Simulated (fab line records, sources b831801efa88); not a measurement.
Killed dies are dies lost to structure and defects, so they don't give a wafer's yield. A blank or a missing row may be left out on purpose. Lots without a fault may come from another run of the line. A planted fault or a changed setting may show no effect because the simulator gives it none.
Which tool did it? | flow sky130 | 12 lots, 36 wafers sampled, at 1 step of a route of 708

WHAT THE GAUGES READ, wafer by wafer
SKY_VIA1_RS_MEAS_22: measures by four-point-probe.
lot  | measured     | on            | VIA1_W_RS (ohm/sq)
L075 | day 34 22:44 | film_metro-01 | 0.420 0.426 0.428
L077 | day 35 10:52 | film_metro-04 | 0.430 0.426 0.428
L079 | day 36 05:05 | film_metro-02 | 0.421 0.423 0.424
L081 | day 37 05:27 | film_metro-01 | 0.425 0.421 0.425
L083 | day 38 03:20 | film_metro-01 | 0.421 0.426 0.431
L085 | day 38 14:09 | film_metro-01 | 0.431 0.430 0.430
L087 | day 38 16:54 | film_metro-01 | 0.425 0.427 0.429
L089 | day 39 09:14 | film_metro-04 | 0.429 0.424 0.429
L091 | day 39 21:23 | film_metro-04 | 0.427 0.423 0.426
L092 | day 40 11:55 | film_metro-01 | 0.424 0.423 0.427
L095 | day 41 01:00 | film_metro-04 | 0.428 0.422 0.421
L097 | day 41 10:43 | film_metro-02 | 0.426 0.422 0.426

WHICH TOOL RAN EACH LOT (tool, then ch and the chambers of the sampled wafers, then the start)
The record holds no process step before these readings.

THE ANSWER, worked out from the rows above alone
Rule: what is usual is taken from the lots themselves. Put in order of their means at a reading, lots are off if they are a third of the lots or fewer, leave a main group of 4 or more, and stand apart from it by a gap of 3 or more times the standard deviation of the main group's means; of several such gaps the widest counts. A main group whose means are all the same, to the digits that the tables above print for the reading, isn't used. A lot without any number at a reading at which 4 lots or more have one is off too. The other lots that the step has rows for count as sound.
No lot is off at any reading shown: from this, nothing can be told.

WHAT THE SIMULATOR HAD PUT IN
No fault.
